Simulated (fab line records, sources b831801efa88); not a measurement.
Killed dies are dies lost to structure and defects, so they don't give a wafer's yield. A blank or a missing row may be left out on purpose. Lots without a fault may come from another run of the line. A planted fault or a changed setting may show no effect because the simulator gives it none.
A struck lot beside a sound one | flow sky130 | 14 steps out of a route of 708
Sound: wafers L569.1, L569.2, L569.3. Struck: wafer L578.3. (L578.1 of the same lot was not struck and is left out.) The cause comes at the end.
At each step with rows: each side's tool, then ch and its chambers, then its first start. Under that, the readings that differ: sound wafers | struck wafers | difference of the means | sigmas: that difference in standard deviations of wafers without a fault.
alike: readings whose means differ by less than 2 such deviations, and words and numbers that are the same on both sides. not compared: withheld readings, readings that some wafer has no value for, bounds like >300 that may hide the same value, and numbers for which the record gives no deviation and whose values overlap.
The two part at a step that has a row with sigmas, a row that says differs or no value, or rows on one side only. Numbers that don't overlap but have no deviation are shown without sigmas and don't part them. A reading that every wafer of one side lacks parts them only if that side has two wafers or more.

first, 4 steps without rows for these wafers: SKY_LI_CONTACT_SOFTBAKE_08 (time 90 s); SKY_LI_CONTACT_EXPOSE_09 (exposes mask LICM1, target cd 170 nm); SKY_LI_CONTACT_PEB_10; SKY_LI_CONTACT_DEVELOP_11 (develop time 60 s).
SKY_LI_CONTACT_CD_MEAS_12: target cd 170 nm.
  sound on cd_sem-02, day 33 11:17; struck on cd_sem-01, day 36 05:53
  reading    | sound             | struck | difference | sigmas
  cd_nm (nm) | 167.8 167.4 166.2 | 169.6  | +2.5       | +2
SKY_LI_CONTACT_OVL_MEAS_13:
  sound on overlay-02, day 33 11:24; struck on overlay-01, day 36 06:01
  alike: LI_CONTACT_OVL
SKY_LI_CONTACT_ETCH_14: etches BARC in N2/H2, stops on SiO2, time 45.9 s, target depth 60 nm.
  sound on rie_diel-02 ch 0,1,2, day 33 11:26; struck on rie_diel-02 ch 2, day 36 06:02
  reading                | sound | struck | difference | sigmas
  rf_hours_counter_h (h) | 3 5 6 | 7      | +2         |
  alike: drypump_motor_current_A, oes_product_au, rf_fwd_power_W, throttle_valve_pct
SKY_LI_CONTACT_ETCH_15: etches PSG in C4F8/O2/Ar, stops on Si, target depth 600 nm.
  sound on rie_diel-02 ch 0,1,2, day 33 11:29; struck on rie_diel-02 ch 2, day 36 06:05
  alike: oes_product_au, rf_fwd_power_W
SKY_LI_CONTACT_STRIP_16: strips in O2/N2.
  sound on plasma_asher-02 ch 0,1, day 33 11:34; struck on plasma_asher-02 ch 1, day 36 06:10
  reading                      | sound             | struck | difference | sigmas
  oes_product_au (a.u.)        | 0.385 0.381 0.385 | 0.374  | -0.010     | -2
  strip_time_to_endpoint_s (s) | 3.544 3.547 3.495 | 3.469  | -0.060     | -2
  alike: drypump_motor_current_A
  not compared: rf_hours_counter_h
then, 2 steps without rows for these wafers: SKY_LI_CONTACT_CLEAN_17 (cleans in NMP, time 600 s); SKY_LI_CONTACT_PRE_CLEAN_18 (time 5.6 s).
SKY_LI_CONTACT_SPUTTER_19: material Ti, target thk 20 nm, time 106.37 s.
  sound on pvd_sputter-01, day 33 11:52; struck on pvd_sputter-01, day 36 06:29
  alike: throttle_valve_pct
SKY_LI_CONTACT_SPUTTER_20: material TiN, target thk 20 nm, time 80 s.
  sound on pvd_sputter-01, day 33 11:57; struck on pvd_sputter-01, day 36 06:34
  reading                                        | sound             | struck | difference | sigmas
  model.TiN_of_LI_CONTACT_SPUTTER_20.thk_nm (nm) | 19.96 19.98 19.86 | 11.92  | -8.01      |
  alike: throttle_valve_pct
SKY_LI_CONTACT_CVD_21: deposits W, target thk 400 nm, time 120.56 s.
  sound on cvd_w-02 ch 0,1, day 33 12:01; struck on cvd_w-02 ch 0, day 36 06:37
  alike: heater_power_w, susceptor_temp_C
  not compared: since_wet_clean_h

WHERE THEY PART
First at SKY_LI_CONTACT_CD_MEAS_12; last, within this record, at SKY_LI_CONTACT_STRIP_16. Later steps at which nothing parts them and some readings are alike: SKY_LI_CONTACT_SPUTTER_19, SKY_LI_CONTACT_SPUTTER_20, SKY_LI_CONTACT_CVD_21.

WHY: what the simulator had put in
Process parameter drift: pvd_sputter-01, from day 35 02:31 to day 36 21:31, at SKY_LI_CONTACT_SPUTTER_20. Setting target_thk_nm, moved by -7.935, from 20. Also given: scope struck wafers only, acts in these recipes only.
